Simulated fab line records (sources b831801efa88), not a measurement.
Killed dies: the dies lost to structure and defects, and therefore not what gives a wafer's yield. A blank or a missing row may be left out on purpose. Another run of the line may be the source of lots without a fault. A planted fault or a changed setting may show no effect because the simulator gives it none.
Which tool is to blame? :: flow gf180mcu :: route of 602 steps, sampled at 1 step: 6 lots, 18 wafers

WHAT EACH GAUGE READ, for each wafer
GF_CONTACT_RS_MEAS_25: uses a four-point probe to measure.
lot: L114
measured: day 17 03:25
on: filmMetro-02
CONTACT_W_RS (ohm/sq): 0.383 0.386 0.384

lot: L122
measured: day 20 01:47
on: filmMetro-02
CONTACT_W_RS (ohm/sq): 0.383 0.383 0.386

lot: L125
measured: day 21 15:40
on: filmMetro-04
CONTACT_W_RS (ohm/sq): 0.378 0.384 0.381

lot: L129
measured: day 22 11:25
on: filmMetro-02
CONTACT_W_RS (ohm/sq): 0.391 0.384 0.386

lot: L131
measured: day 23 08:34
on: filmMetro-04
CONTACT_W_RS (ohm/sq): 0.383 0.381 0.382

lot: L133
measured: day 23 18:41
on: filmMetro-04
CONTACT_W_RS (ohm/sq): 0.379 0.379 0.384

WHAT TOOL EACH LOT RAN ON (gives the tool, then ch and the chambers of the sampled wafers, and finally the start)
Before these readings, the record contains no process step.

THE ANSWER, worked out from the rows above alone
Rule: what is usual is taken from the lots themselves. The widest of any qualifying gaps counts: lots, ordered by their means at a reading, are off when they make up no more than a third of the lots, leave a main group of 4 or more, and stand apart from it by 3 or more times the standard deviation of that group's means. A main group is skipped when, at the precision printed for the reading in the tables above, its means are all equal. A lot without any number at a reading at which 4 lots or more have one is off too. Any other lot the step has rows for is counted as sound.
No lot is off on any of the readings shown, so nothing can be concluded from this.

WHAT THE SIMULATOR PUT IN
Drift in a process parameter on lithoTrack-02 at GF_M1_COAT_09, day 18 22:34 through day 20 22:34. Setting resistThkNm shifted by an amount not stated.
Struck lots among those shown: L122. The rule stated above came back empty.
